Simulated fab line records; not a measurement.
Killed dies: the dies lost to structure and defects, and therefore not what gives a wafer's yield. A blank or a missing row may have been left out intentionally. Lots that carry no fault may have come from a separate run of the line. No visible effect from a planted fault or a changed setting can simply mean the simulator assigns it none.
Which of the tools did it? / flow gf180mcu / 13 lots, 39 wafers sampled, at 4 steps of a route of 602

== WHAT THE GAUGES READ, wafer by wafer ==
GF_HV_LDD_CD_MEAS_19 targets a cd of 400 nm. Usual: cd-nm 399.7 nm, standard deviation 1.9.
lot=L679; measured=day 10 19:14; on=cd-sem-01; cd-nm (nm)=398.5 396.0 397.3; flag=
lot=L680; measured=day 11 00:52; on=cd-sem-01; cd-nm (nm)=397.0 399.6 399.9; flag=
lot=L681; measured=day 11 07:26; on=cd-sem-01; cd-nm (nm)=400.1 399.1 399.7; flag=
lot=L682; measured=day 11 21:42; on=cd-sem-02; cd-nm (nm)=400.6 398.1 399.7; flag=
lot=L683; measured=day 12 02:47; on=cd-sem-02; cd-nm (nm)=404.2 405.6 401.4; flag=
lot=L684; measured=day 12 07:49; on=cd-sem-01; cd-nm (nm)=401.5 397.7 400.7; flag=
lot=L687; measured=day 13 13:39; on=cd-sem-02; cd-nm (nm)=398.1 397.5 401.1; flag=
lot=L695; measured=day 15 20:07; on=cd-sem-01; cd-nm (nm)=400.0 402.7 403.4; flag=
lot=L698; measured=day 16 18:23; on=cd-sem-01; cd-nm (nm)=398.3 400.8 399.3; flag=
lot=L699; measured=day 17 01:46; on=cd-sem-01; cd-nm (nm)=401.4 401.5 401.7; flag=
lot=L700; measured=day 17 11:08; on=cd-sem-02; cd-nm (nm)=397.7 397.3 397.3; flag=
lot=L701; measured=day 17 20:32; on=cd-sem-02; cd-nm (nm)=399.9 398.1 397.2; flag=
lot=L702; measured=day 18 02:13; on=cd-sem-01; cd-nm (nm)=401.8 403.1 400.5; flag=

GF_CONTACT_OVL_MEAS_15. Usual: for CONTACT_OVL the level is 4 nm and the standard deviation is 4.9.
lot=L679; measured=day 16 01:16; on=overlay-02; CONTACT_OVL (nm)=6 1 6; flag=
lot=L680; measured=day 16 09:51; on=overlay-02; CONTACT_OVL (nm)=6 10 7; flag=
lot=L681; measured=day 16 16:53; on=overlay-01; CONTACT_OVL (nm)=7 3 12; flag=
lot=L682; measured=day 17 09:09; on=overlay-02; CONTACT_OVL (nm)=0 -1 -2; flag=
lot=L683; measured=day 17 16:08; on=overlay-02; CONTACT_OVL (nm)=6 2 8; flag=
lot=L684; measured=day 17 23:20; on=overlay-02; CONTACT_OVL (nm)=5 7 -5; flag=
lot=L687; measured=day 19 08:00; on=overlay-02; CONTACT_OVL (nm)=8 12 8; flag=
lot=L695; measured=day 21 23:45; on=overlay-01; CONTACT_OVL (nm)=10 2 5; flag=
lot=L698; measured=day 22 22:45; on=overlay-01; CONTACT_OVL (nm)=4 7 11; flag=
lot=L699; measured=day 23 06:22; on=overlay-02; CONTACT_OVL (nm)=3 12 8; flag=
lot=L700; measured=day 23 16:42; on=overlay-02; CONTACT_OVL (nm)=-2 5 1; flag=
lot=L701; measured=day 23 23:23; on=overlay-01; CONTACT_OVL (nm)=-1 2 5; flag=
lot=L702; measured=day 24 04:41; on=overlay-01; CONTACT_OVL (nm)=12 8 6; flag=

== TOOL THAT RAN EACH LOT (tool first, then ch and the chambers of the sampled wafers, then the start) ==
lot=L679; GF_VT_IMPLANT_STRIP_20=plasma-asher-04 ch 0,1, day 6 04:48; GF_HV_LDD_CVD_56=lpcvd-01 ch 1, day 12 10:40
lot=L680; GF_VT_IMPLANT_STRIP_20=plasma-asher-03 ch 0,1, day 6 11:16; GF_HV_LDD_CVD_56=lpcvd-01 ch 0, day 12 17:53
lot=L681; GF_VT_IMPLANT_STRIP_20=plasma-asher-04 ch 0,1, day 6 17:44; GF_HV_LDD_CVD_56=lpcvd-02 ch 1, day 13 00:34
lot=L682; GF_VT_IMPLANT_STRIP_20=plasma-asher-04 ch 0,1, day 7 01:16; GF_HV_LDD_CVD_56=lpcvd-01 ch 0, day 13 15:56
lot=L683; GF_VT_IMPLANT_STRIP_20=plasma-asher-01 ch 0,1, day 7 06:46; GF_HV_LDD_CVD_56=lpcvd-01 ch 1, day 13 21:19
lot=L684; GF_VT_IMPLANT_STRIP_20=plasma-asher-04 ch 0,1, day 7 15:42; GF_HV_LDD_CVD_56=lpcvd-02 ch 1, day 14 02:28
lot=L687; GF_VT_IMPLANT_STRIP_20=plasma-asher-04 ch 0, day 8 09:57; GF_HV_LDD_CVD_56=lpcvd-01 ch 1, day 15 09:12
lot=L695; GF_VT_IMPLANT_STRIP_20=plasma-asher-04 ch 0,1, day 10 11:38; GF_HV_LDD_CVD_56=lpcvd-02 ch 0, day 17 20:38
lot=L698; GF_VT_IMPLANT_STRIP_20=plasma-asher-01 ch 0,1, day 11 07:30; GF_HV_LDD_CVD_56=lpcvd-02 ch 0, day 18 19:59
lot=L699; GF_VT_IMPLANT_STRIP_20=plasma-asher-01 ch 0,1, day 11 13:20; GF_HV_LDD_CVD_56=lpcvd-02 ch 0, day 19 03:05
lot=L700; GF_VT_IMPLANT_STRIP_20=plasma-asher-01 ch 0,1, day 11 20:51; GF_HV_LDD_CVD_56=lpcvd-01 ch 1, day 19 13:31
lot=L701; GF_VT_IMPLANT_STRIP_20=plasma-asher-04 ch 0,1, day 12 04:03; GF_HV_LDD_CVD_56=lpcvd-02 ch 0, day 19 22:38
lot=L702; GF_VT_IMPLANT_STRIP_20=plasma-asher-03 ch 1, day 12 08:41; GF_HV_LDD_CVD_56=lpcvd-02 ch 0, day 20 03:22
- GF_VT_IMPLANT_STRIP_20: strips in O2/N2.
- GF_HV_LDD_CVD_56: deposits Si3N4 from DCS/NH3, target thk 90 nm, time 1543 s.

== WHAT THE TOOLS THEMSELVES READ (means of the sampled wafers that have a number; where no wafer has one, the mark that the record gives instead) ==
GF_VT_IMPLANT_STRIP_20. Usual: drypump-motor-current-A 5.7 A, standard deviation 0.49; heater-power-w 322 W, standard deviation 38; oes-product-au 0.716 a.u., standard deviation 0.0042; strip-time-to-endpoint-s 12.60 s, standard deviation 0.04.
lot=L679; tool=plasma-asher-04; drypump-motor-current-A (A)=5.4; heater-power-w (W)=298; oes-product-au (a.u.)=0.718; strip-time-to-endpoint-s (s)=12.64; flag=
lot=L680; tool=plasma-asher-03; drypump-motor-current-A (A)=6.6; heater-power-w (W)=328; oes-product-au (a.u.)=0.713; strip-time-to-endpoint-s (s)=12.59; flag=
lot=L681; tool=plasma-asher-04; drypump-motor-current-A (A)=5.5; heater-power-w (W)=312; oes-product-au (a.u.)=0.722; strip-time-to-endpoint-s (s)=12.58; flag=
lot=L682; tool=plasma-asher-04; drypump-motor-current-A (A)=5.5; heater-power-w (W)=312; oes-product-au (a.u.)=0.715; strip-time-to-endpoint-s (s)=12.56; flag=
lot=L683; tool=plasma-asher-01; drypump-motor-current-A (A)=5.5; heater-power-w (W)=317; oes-product-au (a.u.)=0.717; strip-time-to-endpoint-s (s)=12.56; flag=
lot=L684; tool=plasma-asher-04; drypump-motor-current-A (A)=5.4; heater-power-w (W)=300; oes-product-au (a.u.)=0.720; strip-time-to-endpoint-s (s)=12.68; flag=
lot=L687; tool=plasma-asher-04; drypump-motor-current-A (A)=5.6; heater-power-w (W)=322; oes-product-au (a.u.)=0.718; strip-time-to-endpoint-s (s)=12.58; flag=
lot=L695; tool=plasma-asher-04; drypump-motor-current-A (A)=5.3; heater-power-w (W)=300; oes-product-au (a.u.)=0.720; strip-time-to-endpoint-s (s)=12.59; flag=
lot=L698; tool=plasma-asher-01; drypump-motor-current-A (A)=5.5; heater-power-w (W)=317; oes-product-au (a.u.)=0.720; strip-time-to-endpoint-s (s)=12.61; flag=
lot=L699; tool=plasma-asher-01; drypump-motor-current-A (A)=5.8; heater-power-w (W)=350; oes-product-au (a.u.)=0.713; strip-time-to-endpoint-s (s)=12.65; flag=
lot=L700; tool=plasma-asher-01; drypump-motor-current-A (A)=5.8; heater-power-w (W)=344; oes-product-au (a.u.)=0.716; strip-time-to-endpoint-s (s)=12.60; flag=
lot=L701; tool=plasma-asher-04; drypump-motor-current-A (A)=5.5; heater-power-w (W)=309; oes-product-au (a.u.)=0.715; strip-time-to-endpoint-s (s)=12.68; flag=
lot=L702; tool=plasma-asher-03; drypump-motor-current-A (A)=6.6; heater-power-w (W)=367; oes-product-au (a.u.)=0.710; strip-time-to-endpoint-s (s)=12.57; flag=

GF_HV_LDD_CVD_56. Usual: value, then standard deviation, for each; spike-tc-centre-C 770.5 C / 1.3; spike-tc-top-C 783.3 C / 1.5; spike-tc-upper-C 769.5 C / 1.5; susceptor-temp-C 770.0 C / 0.32; zone-power-centre-pct 14.3 % / 1.2; zone-power-top-pct 27.5 % / 1.5; zone-power-upper-pct 14.1 % / 1.4.
lot=L679; tool=lpcvd-01; spike-tc-centre-C (C)=769.6; spike-tc-top-C (C)=783.1; spike-tc-upper-C (C)=770.1; susceptor-temp-C (C)=770.4; zone-power-centre-pct (%)=15.2; zone-power-top-pct (%)=25.2; zone-power-upper-pct (%)=13.4; flag=
lot=L680; tool=lpcvd-01; spike-tc-centre-C (C)=768.5; spike-tc-top-C (C)=782.0; spike-tc-upper-C (C)=769.1; susceptor-temp-C (C)=769.7; zone-power-centre-pct (%)=13.0; zone-power-top-pct (%)=27.0; zone-power-upper-pct (%)=16.5; flag=
lot=L681; tool=lpcvd-02; spike-tc-centre-C (C)=771.3; spike-tc-top-C (C)=785.2; spike-tc-upper-C (C)=767.8; susceptor-temp-C (C)=769.9; zone-power-centre-pct (%)=15.5; zone-power-top-pct (%)=29.3; zone-power-upper-pct (%)=12.7; flag=
lot=L682; tool=lpcvd-01; spike-tc-centre-C (C)=768.7; spike-tc-top-C (C)=782.1; spike-tc-upper-C (C)=768.1; susceptor-temp-C (C)=769.9; zone-power-centre-pct (%)=13.2; zone-power-top-pct (%)=27.0; zone-power-upper-pct (%)=16.7; flag=
lot=L683; tool=lpcvd-01; spike-tc-centre-C (C)=769.9; spike-tc-top-C (C)=784.9; spike-tc-upper-C (C)=769.8; susceptor-temp-C (C)=770.0; zone-power-centre-pct (%)=15.2; zone-power-top-pct (%)=25.2; zone-power-upper-pct (%)=13.4; flag=
lot=L684; tool=lpcvd-02; spike-tc-centre-C (C)=771.0; spike-tc-top-C (C)=784.6; spike-tc-upper-C (C)=768.8; susceptor-temp-C (C)=770.1; zone-power-centre-pct (%)=15.6; zone-power-top-pct (%)=29.4; zone-power-upper-pct (%)=12.9; flag=
lot=L687; tool=lpcvd-01; spike-tc-centre-C (C)=777.1; spike-tc-top-C (C)=793.8; spike-tc-upper-C (C)=711.5; susceptor-temp-C (C)=770.0; zone-power-centre-pct (%)=23.7; zone-power-top-pct (%)=35.1; zone-power-upper-pct (%)=0.0; flag=OFF
lot=L695; tool=lpcvd-02; spike-tc-centre-C (C)=771.9; spike-tc-top-C (C)=783.6; spike-tc-upper-C (C)=770.4; susceptor-temp-C (C)=770.2; zone-power-centre-pct (%)=13.2; zone-power-top-pct (%)=28.3; zone-power-upper-pct (%)=13.8; flag=
lot=L698; tool=lpcvd-02; spike-tc-centre-C (C)=771.0; spike-tc-top-C (C)=783.1; spike-tc-upper-C (C)=771.2; susceptor-temp-C (C)=769.5; zone-power-centre-pct (%)=13.0; zone-power-top-pct (%)=28.0; zone-power-upper-pct (%)=14.0; flag=
lot=L699; tool=lpcvd-02; spike-tc-centre-C (C)=770.9; spike-tc-top-C (C)=782.3; spike-tc-upper-C (C)=770.2; susceptor-temp-C (C)=770.6; zone-power-centre-pct (%)=13.1; zone-power-top-pct (%)=28.1; zone-power-upper-pct (%)=14.0; flag=
lot=L700; tool=lpcvd-01; spike-tc-centre-C (C)=769.2; spike-tc-top-C (C)=783.4; spike-tc-upper-C (C)=769.1; susceptor-temp-C (C)=769.8; zone-power-centre-pct (%)=15.2; zone-power-top-pct (%)=25.4; zone-power-upper-pct (%)=13.4; flag=
lot=L701; tool=lpcvd-02; spike-tc-centre-C (C)=770.6; spike-tc-top-C (C)=781.8; spike-tc-upper-C (C)=771.3; susceptor-temp-C (C)=769.7; zone-power-centre-pct (%)=13.0; zone-power-top-pct (%)=28.2; zone-power-upper-pct (%)=14.0; flag=
lot=L702; tool=lpcvd-02; spike-tc-centre-C (C)=772.0; spike-tc-top-C (C)=782.6; spike-tc-upper-C (C)=771.6; susceptor-temp-C (C)=769.6; zone-power-centre-pct (%)=13.1; zone-power-top-pct (%)=28.2; zone-power-upper-pct (%)=13.8; flag=

== THE ANSWER, worked out from the rows above alone ==
Rule: a lot is off if the mean of its wafers that have a number lies more than 3 standard deviations from the usual mean. Also off: a lot with no number at a reading for which 4 or more lots have one. All remaining lots with rows at the step are treated as sound. The gauges are gone through in route order, then the tools' own readings, and for those a lot's mean is taken as printed above. The first step at which some lot is off is used, and at that step the reading that is off furthest; a lot without a number counts as furthest.
Off: L687 (GF_HV_LDD_CVD_56, spike-tc-upper-C).
If a tool, at that step or one of the process steps before it, ran each lot that is off and ran no sound lot following the first of them, it fits. Of those tried, none fits.

== WHAT THE SIMULATOR PUT IN ==
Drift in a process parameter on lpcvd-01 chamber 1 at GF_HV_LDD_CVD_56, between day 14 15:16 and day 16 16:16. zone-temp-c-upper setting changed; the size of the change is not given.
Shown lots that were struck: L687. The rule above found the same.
